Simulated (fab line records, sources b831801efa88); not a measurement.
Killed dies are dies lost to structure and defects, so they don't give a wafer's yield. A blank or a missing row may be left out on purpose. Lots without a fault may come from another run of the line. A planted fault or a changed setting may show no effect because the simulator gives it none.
Split-lot experiment | flow gf180mcu | 5 lots, 23 wafers read, on a route of 602 steps

THE SPLIT
At GF_HV_LDD_CVD_56 (deposits Si3N4 from DCS/NH3, target thk 90 nm, time 1543 s), the setting temp_c was moved away from the recipe's 770 C on 20 of the 23 wafers read, by -0.6% to +0.5%. The other wafers ran this setting at the recipe's value.

The file shows no step between the split and the reading.

THE READING
oes_product_au, in a.u., at GF_HV_LDD_ETCHBACK_58 (etches Si3N4 in CH3F/O2, stops on SiO2, time 100 s, target depth 90 nm). Fault-free wafers of this fab line usually give 0.845 a.u., standard deviation 0.0072 a.u..

wafer  | tool, chamber at the split | temp_c as run, C | against the recipe | oes_product_au, a.u. | against lot-mates on the recipe
L077.1 | -, -                       | 767.2            | -0.4%              | 0.806                | no lot-mate on the recipe
L077.2 | -, -                       | 767.2            | -0.4%              | 0.817                | no lot-mate on the recipe
L077.4 | -, -                       | 767.2            | -0.4%              | 0.813                | no lot-mate on the recipe
L077.5 | -, -                       | 767.2            | -0.4%              | 0.816                | no lot-mate on the recipe
L077.6 | -, -                       | 767.2            | -0.4%              | 0.818                | no lot-mate on the recipe
L079.1 | -, -                       | 765.6            | -0.6%              | 0.809                | no lot-mate on the recipe
L079.2 | -, -                       | 765.6            | -0.6%              | 0.805                | no lot-mate on the recipe
L079.3 | -, -                       | 765.6            | -0.6%              | 0.802                | no lot-mate on the recipe
L079.4 | -, -                       | 765.6            | -0.6%              | 0.807                | no lot-mate on the recipe
L079.5 | -, -                       | 765.6            | -0.6%              | 0.805                | no lot-mate on the recipe
L080.2 | -, -                       | 772.7            | +0.4%              | 0.871                | no lot-mate on the recipe
L080.3 | -, -                       | 772.7            | +0.4%              | 0.867                | no lot-mate on the recipe
L080.4 | -, -                       | 772.7            | +0.4%              | 0.858                | no lot-mate on the recipe
L080.5 | -, -                       | 772.7            | +0.4%              | 0.871                | no lot-mate on the recipe
L080.6 | -, -                       | 772.7            | +0.4%              | 0.868                | no lot-mate on the recipe
L081.1 | -, -                       | 774              | +0.5%              | 0.892                | no lot-mate on the recipe
L081.2 | -, -                       | 774              | +0.5%              | 0.895                | no lot-mate on the recipe
L081.3 | -, -                       | 774              | +0.5%              | 0.898                | no lot-mate on the recipe
L081.4 | -, -                       | 774              | +0.5%              | 0.891                | no lot-mate on the recipe
L081.5 | -, -                       | 774              | +0.5%              | 0.891                | no lot-mate on the recipe
L082.2 | lpcvd-02, 1                | 770              | recipe             | 0.843                | -
L082.5 | lpcvd-02, 1                | 770              | recipe             | 0.848                | -
L082.6 | lpcvd-02, 1                | 770              | recipe             | 0.844                | -

THE FIT
A straight line over all 23 wafers: oes_product_au changes by +0.0783 a.u. for each +1% of temp_c; r = +0.98; the points scatter about the line by 0.0065 a.u..
Too few moved wafers have a lot-mate on the recipe to fit a line with each lot's own level taken away.

THE FILE'S OWN FIT
oes_product_au changes by +0.0781 a.u. for each +1% of temp_c, r = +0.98.
